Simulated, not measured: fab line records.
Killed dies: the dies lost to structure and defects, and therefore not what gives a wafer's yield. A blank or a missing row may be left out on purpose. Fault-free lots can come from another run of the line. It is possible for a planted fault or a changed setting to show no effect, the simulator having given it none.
The tool behind it: which one? / flow gf180mcu / 48 wafers from 16 lots sampled at 5 of the route's 602 steps

== WHAT THE GAUGES SHOWED, per wafer ==
GF_STI_THK_MEAS_02. Usual: STI_OXIDATION_THK typically reads 10.00 nm, with standard deviation 0.18.
lot=L273; measured=day 1 12:36; on=film metro-01; STI_OXIDATION_THK (nm)=9.97 10.15 10.01; flag=
lot=L274; measured=day 1 17:31; on=film metro-02; STI_OXIDATION_THK (nm)=10.27 10.36 10.60; flag=
lot=L275; measured=day 1 21:31; on=film metro-01; STI_OXIDATION_THK (nm)=9.96 10.09 9.94; flag=
lot=L276; measured=day 2 02:46; on=film metro-01; STI_OXIDATION_THK (nm)=10.03 10.09 9.98; flag=
lot=L280; measured=day 2 22:32; on=film metro-02; STI_OXIDATION_THK (nm)=10.26 10.05 10.16; flag=
lot=L281; measured=day 3 03:31; on=film metro-04; STI_OXIDATION_THK (nm)=10.02 9.94 10.18; flag=
lot=L282; measured=day 3 08:36; on=film metro-04; STI_OXIDATION_THK (nm)=9.87 9.88 9.92; flag=
lot=L283; measured=day 3 13:52; on=film metro-01; STI_OXIDATION_THK (nm)=9.85 9.84 9.96; flag=
lot=L284; measured=day 3 18:31; on=film metro-01; STI_OXIDATION_THK (nm)=9.73 10.05 9.78; flag=
lot=L285; measured=day 4 01:37; on=film metro-04; STI_OXIDATION_THK (nm)=9.88 9.96 9.93; flag=
lot=L286; measured=day 4 04:31; on=film metro-02; STI_OXIDATION_THK (nm)=9.78 9.82 9.76; flag=
lot=L287; measured=day 4 11:05; on=film metro-01; STI_OXIDATION_THK (nm)=10.06 10.06 10.13; flag=
lot=L288; measured=day 4 14:32; on=film metro-02; STI_OXIDATION_THK (nm)=9.81 9.85 10.01; flag=
lot=L289; measured=day 4 19:31; on=film metro-01; STI_OXIDATION_THK (nm)=9.70 9.89 9.77; flag=
lot=L290; measured=day 5 00:39; on=film metro-01; STI_OXIDATION_THK (nm)=9.94 10.05 9.87; flag=
lot=L291; measured=day 5 05:31; on=film metro-01; STI_OXIDATION_THK (nm)=9.79 9.75 9.85; flag=

GF_VT_IMPLANT_TW_MEAS_10. Usual: VT_IMPLANT_TW typically reads 564, with standard deviation 6.
lot=L273; measured=day 5 18:35; on=film metro-01; VT_IMPLANT_TW=561 560 561; flag=
lot=L274; measured=day 5 21:01; on=film metro-01; VT_IMPLANT_TW=562 561 559; flag=
lot=L275; measured=day 6 02:30; on=film metro-01; VT_IMPLANT_TW=559 564 561; flag=
lot=L276; measured=day 6 10:25; on=film metro-01; VT_IMPLANT_TW=560 559 561; flag=
lot=L280; measured=day 7 11:02; on=film metro-03; VT_IMPLANT_TW=559 562 558; flag=
lot=L281; measured=day 7 16:07; on=film metro-01; VT_IMPLANT_TW=562 563 560; flag=
lot=L282; measured=day 7 23:01; on=film metro-02; VT_IMPLANT_TW=575 572 575; flag=
lot=L283; measured=day 8 04:03; on=film metro-01; VT_IMPLANT_TW=557 558 559; flag=
lot=L284; measured=day 8 09:43; on=film metro-02; VT_IMPLANT_TW=574 573 573; flag=
lot=L285; measured=day 8 18:06; on=film metro-01; VT_IMPLANT_TW=558 557 560; flag=
lot=L286; measured=day 8 22:46; on=film metro-03; VT_IMPLANT_TW=560 557 556; flag=
lot=L287; measured=day 9 07:51; on=film metro-02; VT_IMPLANT_TW=574 576 575; flag=
lot=L288; measured=day 9 13:13; on=film metro-01; VT_IMPLANT_TW=925 923 926 926 928 931; flag=OFF
lot=L289; measured=day 9 17:18; on=film metro-01; VT_IMPLANT_TW=921 925 923 925 931 925; flag=OFF
lot=L290; measured=day 9 23:38; on=film metro-01; VT_IMPLANT_TW=922 922 920 924 925 922; flag=OFF
lot=L291; measured=day 10 06:04; on=film metro-02; VT_IMPLANT_TW=939 943 944 939 939 942; flag=OFF

GF_HV_LDD_CD_MEAS_31: the cd target is 400 nm. Usual: cd nm at 400.1 nm, with a standard deviation of 2.4.
lot=L273; measured=day 11 16:34; on=cd sem-01; cd nm (nm)=399.2 396.6 400.5; flag=
lot=L274; measured=day 11 18:59; on=cd sem-02; cd nm (nm)=400.0 398.6 399.9; flag=
lot=L275; measured=day 12 03:58; on=cd sem-02; cd nm (nm)=404.0 405.1 404.7; flag=
lot=L276; measured=day 12 10:24; on=cd sem-01; cd nm (nm)=399.8 398.1 396.5; flag=
lot=L280; measured=day 13 20:13; on=cd sem-02; cd nm (nm)=398.1 395.2 397.2; flag=
lot=L281; measured=day 14 03:32; on=cd sem-01; cd nm (nm)=398.0 399.6 399.2; flag=
lot=L282; measured=day 14 13:43; on=cd sem-02; cd nm (nm)=400.4 398.9 400.9; flag=
lot=L283; measured=day 14 19:15; on=cd sem-02; cd nm (nm)=397.7 396.9 398.4; flag=
lot=L284; measured=day 15 00:37; on=cd sem-02; cd nm (nm)=398.7 398.9 397.2; flag=
lot=L285; measured=day 15 16:20; on=cd sem-01; cd nm (nm)=396.0 397.8 396.2; flag=
lot=L286; measured=day 15 20:51; on=cd sem-01; cd nm (nm)=402.1 401.9 400.6; flag=
lot=L287; measured=day 16 02:58; on=cd sem-01; cd nm (nm)=399.1 398.4 400.2; flag=

GF_HV_LDD_OVL_MEAS_47. Usual: HV_LDD_03_OVL typically reads -1.0 nm, with standard deviation 1.4.
lot=L273; measured=day 12 12:29; on=overlay-01; HV_LDD_03_OVL (nm)=-0.6 -0.7 1.9; flag=
lot=L274; measured=day 12 14:47; on=overlay-01; HV_LDD_03_OVL (nm)=-1.5 -1.5 -1.2; flag=
lot=L275; measured=day 13 00:24; on=overlay-02; HV_LDD_03_OVL (nm)=-1.7 -0.4 0.9; flag=
lot=L276; measured=day 13 07:04; on=overlay-02; HV_LDD_03_OVL (nm)=1.6 -0.5 -1.9; flag=
lot=L280; measured=day 14 18:02; on=overlay-02; HV_LDD_03_OVL (nm)=-3.9 -0.9 -1.8; flag=
lot=L281; measured=day 15 01:22; on=overlay-02; HV_LDD_03_OVL (nm)=-3.1 -1.1 -0.6; flag=
lot=L282; measured=day 15 11:25; on=overlay-01; HV_LDD_03_OVL (nm)=-2.6 -1.4 -4.4; flag=
lot=L283; measured=day 15 17:04; on=overlay-01; HV_LDD_03_OVL (nm)=0.8 -0.6 1.2; flag=
lot=L284; measured=day 15 22:30; on=overlay-02; HV_LDD_03_OVL (nm)=-2.3 1.1 -2.3; flag=
lot=L285; measured=day 16 15:15; on=overlay-01; HV_LDD_03_OVL (nm)=0.8 -1.3 1.1; flag=
lot=L286; measured=day 16 20:07; on=overlay-02; HV_LDD_03_OVL (nm)=-3.7 -4.0 -2.0; flag=
lot=L287; measured=day 17 02:35; on=overlay-02; HV_LDD_03_OVL (nm)=-3.2 -1.0 -0.9; flag=

== WHAT TOOL EACH LOT RAN ON (gives the tool, then ch and the chambers of the sampled wafers, and finally the start) ==
lot=L273; GF_VT_IMPLANT_IMPLANT_08=implanter-01 ch 0, day 5 18:20
lot=L274; GF_VT_IMPLANT_IMPLANT_08=implanter-03 ch 0, day 5 20:46
lot=L275; GF_VT_IMPLANT_IMPLANT_08=implanter-01 ch 0, day 6 02:15
lot=L276; GF_VT_IMPLANT_IMPLANT_08=implanter-02 ch 0, day 6 10:10
lot=L280; GF_VT_IMPLANT_IMPLANT_08=implanter-03 ch 0, day 7 10:49
lot=L281; GF_VT_IMPLANT_IMPLANT_08=implanter-02 ch 0, day 7 15:52
lot=L282; GF_VT_IMPLANT_IMPLANT_08=implanter-03 ch 0, day 7 22:48
lot=L283; GF_VT_IMPLANT_IMPLANT_08=implanter-03 ch 0, day 8 03:49
lot=L284; GF_VT_IMPLANT_IMPLANT_08=implanter-03 ch 0, day 8 09:29
lot=L285; GF_VT_IMPLANT_IMPLANT_08=implanter-02 ch 0, day 8 17:52
lot=L286; GF_VT_IMPLANT_IMPLANT_08=implanter-02 ch 0, day 8 22:31
lot=L287; GF_VT_IMPLANT_IMPLANT_08=implanter-01 ch 0, day 9 07:36
lot=L288; GF_VT_IMPLANT_IMPLANT_08=implanter-02 ch 0, day 9 13:00
lot=L289; GF_VT_IMPLANT_IMPLANT_08=implanter-01 ch 0, day 9 17:03
lot=L290; GF_VT_IMPLANT_IMPLANT_08=implanter-02 ch 0, day 9 23:23
lot=L291; GF_VT_IMPLANT_IMPLANT_08=implanter-03 ch 0, day 10 05:49
- GF_VT_IMPLANT_IMPLANT_08

== WHAT THE TOOLS THEMSELVES READ (means of the sampled wafers that have a number; where no wafer has one, the mark that the record gives instead) ==
GF_VT_IMPLANT_IMPLANT_08. Usual: dose ions cm2 at 8.292e+12, with a standard deviation of 9.6e+09.
lot=L273; tool=implanter-01; dose ions cm2=8.285e+12; flag=
lot=L274; tool=implanter-03; dose ions cm2=8.276e+12; flag=
lot=L275; tool=implanter-01; dose ions cm2=8.287e+12; flag=
lot=L276; tool=implanter-02; dose ions cm2=8.286e+12; flag=
lot=L280; tool=implanter-03; dose ions cm2=8.301e+12; flag=
lot=L281; tool=implanter-02; dose ions cm2=8.289e+12; flag=
lot=L282; tool=implanter-03; dose ions cm2=8.296e+12; flag=
lot=L283; tool=implanter-03; dose ions cm2=8.276e+12; flag=
lot=L284; tool=implanter-03; dose ions cm2=8.301e+12; flag=
lot=L285; tool=implanter-02; dose ions cm2=8.291e+12; flag=
lot=L286; tool=implanter-02; dose ions cm2=8.290e+12; flag=
lot=L287; tool=implanter-01; dose ions cm2=8.296e+12; flag=
lot=L288; tool=implanter-02; dose ions cm2=8.282e+12; flag=
lot=L289; tool=implanter-01; dose ions cm2=8.287e+12; flag=
lot=L290; tool=implanter-02; dose ions cm2=8.299e+12; flag=
lot=L291; tool=implanter-03; dose ions cm2=8.286e+12; flag=

== THE ANSWER, worked out from the rows above alone ==
Rule: lot off if the mean of its wafers having a number is beyond 3 standard deviations from the usual mean. A lot without any number at a reading at which 4 lots or more have one is off too. Where the step has rows for the other lots, those lots are counted as sound. First the gauges in route order, then the tools' own readings, where a lot's mean is used as printed above. At the first step where some lot is off, the reading lying furthest off is the one used; lots without a number count as furthest.
Off: at GF_VT_IMPLANT_TW_MEAS_10 (VT_IMPLANT_TW), L288, L289, L290, L291.
A tool fits if, at a process step before that reading, it ran every lot that is off, and no sound lot after the first of them. Gauges at GF_VT_IMPLANT_TW_MEAS_10: tried the same way as those tools. Of those tried, none fits.

== WHAT HAD BEEN PUT IN BY THE SIMULATOR ==
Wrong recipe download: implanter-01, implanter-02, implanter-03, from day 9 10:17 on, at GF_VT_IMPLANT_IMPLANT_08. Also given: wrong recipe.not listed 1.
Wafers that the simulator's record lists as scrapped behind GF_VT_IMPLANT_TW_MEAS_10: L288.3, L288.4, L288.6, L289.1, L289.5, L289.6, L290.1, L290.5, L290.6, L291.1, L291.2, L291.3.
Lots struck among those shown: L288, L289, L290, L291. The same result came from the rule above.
